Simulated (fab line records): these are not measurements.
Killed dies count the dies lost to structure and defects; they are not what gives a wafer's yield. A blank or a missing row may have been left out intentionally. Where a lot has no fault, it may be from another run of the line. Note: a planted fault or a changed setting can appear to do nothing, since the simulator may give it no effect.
A lot that was struck, set against a sound lot -- flow gf180mcu -- 23 steps out of a route of 602
Sound: these wafers, L912.1, L912.2, L912.5. The struck wafers were L899.2, L899.4, L899.6. Last of all comes the cause.
Per side, at each step with rows, come the tool, then ch with its chambers, and then its first start. Under that, the readings that differ: sound wafers -- struck wafers -- difference of the means -- sigmas: that difference in standard deviations of wafers without a fault.
alike: a reading whose means differ by less than 2 such deviations, as well as words and numbers matching on both sides. not compared: withheld readings; readings where some wafer has no value; bounds like >300 that might hide an equal value; numbers whose values overlap and for which the record gives no deviation.
A row with sigmas, a row that says differs or no value, or rows on one side alone: a step with any of these is where the two part. Numbers that don't overlap but have no deviation are shown without sigmas and don't part them. A reading missing from all wafers of one side parts the sides only when that side holds two or more wafers.

first, 5 steps without rows for these wafers: GF_MVSD_COAT_02 (resist thk 3000 nm); GF_MVSD_SOFTBAKE_03; GF_MVSD_EXPOSE_04 (exposes mask MVSD, target cd 1000 nm); GF_MVSD_PEB_05; GF_MVSD_DEVELOP_06 (develop time 60 s).
GF_MVSD_OVL_MEAS_07:
  sound: overlay-02 at day 9 21:31; struck: overlay-02 at day 6 16:58
  alike: MVSD_OVL
then, 2 steps without rows for these wafers: GF_MVSD_IMPLANT_08; GF_MVSD_IMPLANT_09.
GF_MVSD_STRIP_10: strips in O2/N2.
  sound on plasma asher-01 ch 0,1, day 9 21:50; struck on plasma asher-02 ch 0, day 6 17:17
  alike: chamber pressure mTorr, drypump motor current A, heater power w, oes product au, strip time to endpoint s
  not compared: rf hours counter h
GF_MVSD_TW_MEAS_11:
  sound: film metro-01 at day 9 21:56; struck: film metro-03 at day 6 17:24
  alike: MVSD_TW
then, 2 steps without rows for these wafers: GF_MVPSD_DEHYDRATE_00 (time 60 s); GF_MVPSD_HMDS_01 (prime time 60 s).
GF_MVPSD_COAT_02: resist thk 3000 nm.
  sound on litho track-04 ch 0, day 10 06:08; struck on litho track-03 ch 0, day 7 01:02
reading,sound,struck,difference,sigmas
model.coat_of_MVPSD_COAT_02.thk nm (nm),2997 2992 3002,2729 2729 2722,-270,
  alike: exhaust pa
then, 3 steps without rows for these wafers: GF_MVPSD_SOFTBAKE_03; GF_MVPSD_EXPOSE_04 (exposes mask MVPSD, target cd 1000 nm); GF_MVPSD_PEB_05.
GF_MVPSD_DEVELOP_06: develop time 60 s.
  sound: litho track-04 ch 0; struck: litho track-02 ch 0
reading,sound,struck,difference,sigmas
model.coat_of_MVPSD_COAT_02.thk nm (nm),2996 2991 3001,2728 2728 2721,-270,
  alike: exhaust pa
GF_MVPSD_OVL_MEAS_07:
  sound: overlay-01 at day 10 15:35; struck: overlay-01 at day 7 09:01
  alike: MVPSD_OVL
then, 2 steps without rows for these wafers: GF_MVPSD_IMPLANT_08; GF_MVPSD_IMPLANT_09.
GF_MVPSD_STRIP_10: strips in O2/N2.
  sound on plasma asher-04 ch 0,1, day 10 15:56; struck on plasma asher-03 ch 0,1, day 7 09:21
reading,sound,struck,difference,sigmas
strip time to endpoint s (s),36.91 36.86 36.97,33.86 33.85 33.78,-3.08,-42
  alike: chamber pressure mTorr, drypump motor current A, heater power w, oes product au
  not compared: rf hours counter h
GF_MVPSD_TW_MEAS_11:
  sound: film metro-01 at day 10 16:02; struck: film metro-02 at day 7 09:28
  alike: MVPSD_TW
GF_PASSIVATION_PROBE_99:
  the record holds rows for the sound wafers here (prober-01, day 34 23:26) but none for the struck ones

WHERE THEY PART
At GF_MVPSD_STRIP_10 first; at GF_PASSIVATION_PROBE_99 last (within this record only).

WHY: the cause the simulator had injected
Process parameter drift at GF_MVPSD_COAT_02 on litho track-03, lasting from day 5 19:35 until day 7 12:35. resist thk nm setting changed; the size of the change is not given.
